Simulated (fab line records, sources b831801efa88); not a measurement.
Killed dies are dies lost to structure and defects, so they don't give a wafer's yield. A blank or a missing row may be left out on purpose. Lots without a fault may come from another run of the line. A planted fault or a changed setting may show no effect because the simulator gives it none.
One fault seen from 2 desks | flow gf180mcu | each desk has only its own numbers; what lay behind them comes last

THE TOOL OWNER'S DESK: cvd_w-01
The tool's own readings at GF_V5_CVD_23 (deposits W, target thk 350 nm, time 104.9 s): means of the sampled wafers that have a number, for each lot that ran on this tool. A lot is out of limits, marked OUT, if its mean lies more than 4 standard deviations from the usual mean; the brackets give that distance.
Columns: A = chamber_pressure_Torr at GF_V5_CVD_23, usual 40.00 Torr; B = heater_power_w at GF_V5_CVD_23, usual 868 W
lot  | first seen here | A               | B
L964 | day 27 14:24    | 39.93           | 847
L965 | day 28 01:36    | 39.95           | 846
L967 | day 28 20:16    | 40.02           | 883
L974 | day 31 00:02    | 40.06           | 916
L976 | day 31 03:26    | 37.24 (-35) OUT | 840
L978 | day 31 21:59    | 34.71 (-67) OUT | 877
This desk's finding: out of limits on L976, L978; first on L976, day 31 03:26 (chamber_pressure_Torr at GF_V5_CVD_23). In limits: L964, L965, L967, L974.

THE METROLOGY DESK
What the gauges read, lot by lot, whatever tool the lot ran on: means of the sampled wafers that have a number. A lot is out of limits, marked OUT, if its mean lies more than 4 standard deviations from the usual mean; the brackets give that distance.
Columns: A = cd_nm at GF_V2_CD_MEAS_14, usual 260.0 nm; B = V5_W_RS at GF_V5_RS_MEAS_24, usual 0.323 ohm/sq; C = V5_W_THK at GF_V5_THK_MEAS_25, usual 363 nm
lot  | first seen here | A     | B                | C
L964 | day 20 11:56    | 261.0 | 0.322            | 370
L965 | day 21 02:01    | 260.6 | 0.324            | 364
L967 | day 22 01:51    | 259.8 | 0.320            | 371
L970 | day 23 08:07    | 259.7 | 0.323            | 360
L974 | day 24 15:05    | 259.2 | 0.322            | 371
L975 | day 24 18:13    | 259.3 | 0.324            | 368
L976 | day 24 22:19    | 259.6 | 0.337            | 344
L977 | day 25 09:40    | 260.8 | 0.319            | 364
L978 | day 25 18:16    | 259.6 | 0.348 (+5.2) OUT | 336 (-4.1) OUT
L984 | day 27 08:43    | 259.0 | 0.322            | 364
L985 | day 27 13:46    | 261.7 | 0.321            | 361
This desk's finding: out of limits on L978; first on L978, day 31 22:06 (V5_W_RS at GF_V5_RS_MEAS_24). In limits: L964, L965, L967, L970, L974, L975, L976, L977, L984, L985.

PUT TOGETHER
The tool owner's desk could have raised an alarm at day 31 03:26, on L976, L978.
The metrology desk could have raised an alarm at day 31 22:06, on L978.
The metrology desk has L976 on record, within its limits.
Of the lots named, all ran GF_V5_CVD_23 on cvd_w-01.

WHAT THE SIMULATOR HAD PUT IN
Process parameter drift: cvd_w-01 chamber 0, from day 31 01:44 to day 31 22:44, at GF_V5_CVD_23. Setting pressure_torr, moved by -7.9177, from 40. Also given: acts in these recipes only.
Lots struck among those shown: L976, L978.
Hours from the fault's start to each desk's first reading out of limits: the tool owner's desk, 2; the metrology desk, 20.
